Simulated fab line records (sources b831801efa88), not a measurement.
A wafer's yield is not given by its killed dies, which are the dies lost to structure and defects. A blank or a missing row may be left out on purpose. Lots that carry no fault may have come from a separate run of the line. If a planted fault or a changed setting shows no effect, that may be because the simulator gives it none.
Matching of chambers ; flow sfqLine ; SFQ_TRILAYER_I3_DEP_PECVD_081 on pecvd-04: 3 sister chambers
The step deposits SiO2 from SiH4/N2O, time 111.11 s, target thk 500 nm. 3 wafers are shown with their chamber, then 7 later ones without.

== WAFERS WITH THEIR CHAMBER ==
wafer;chamber;runLengthS (s)
L893.6;1;139.6
L907.2;2;138.1
L907.5;0;138.8

== WAFERS WITH NO CHAMBER GIVEN ==
wafer;runLengthS (s)
L907.6;139.7
L908.1;139.8
L908.3;138.4
L908.5;138.1
L911.2;139.4
L911.3;139.0
L911.5;138.9

== WHICH CHAMBER EACH ONE RAN IN ==
wafer;from the rows above;in truth
L907.6;1;1
L908.1;1;1
L908.3;can't be placed: 2 or 0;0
L908.5;2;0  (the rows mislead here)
L911.2;1;1
L911.3;0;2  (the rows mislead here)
L911.5;0;0
4 of 7 placed correctly. Unplaceable from these rows: 1, with the true chamber sitting among the candidates in 1. 2 placed wrongly.
How it was worked out, from the rows above alone: a wafer's distance from a chamber is the root of the sum, over the readings, of the square of ((its reading less the chamber's mean) divided by the reading's scatter). The wafer belongs to the nearest chamber; if the next one is less than 2 further off, it can't be placed. The mean given for a chamber averages the wafers shown for that chamber. The scatter (one wafer shown for each chamber): square how far every hidden wafer sits from the nearest shown wafer, average those squares and take the square root.
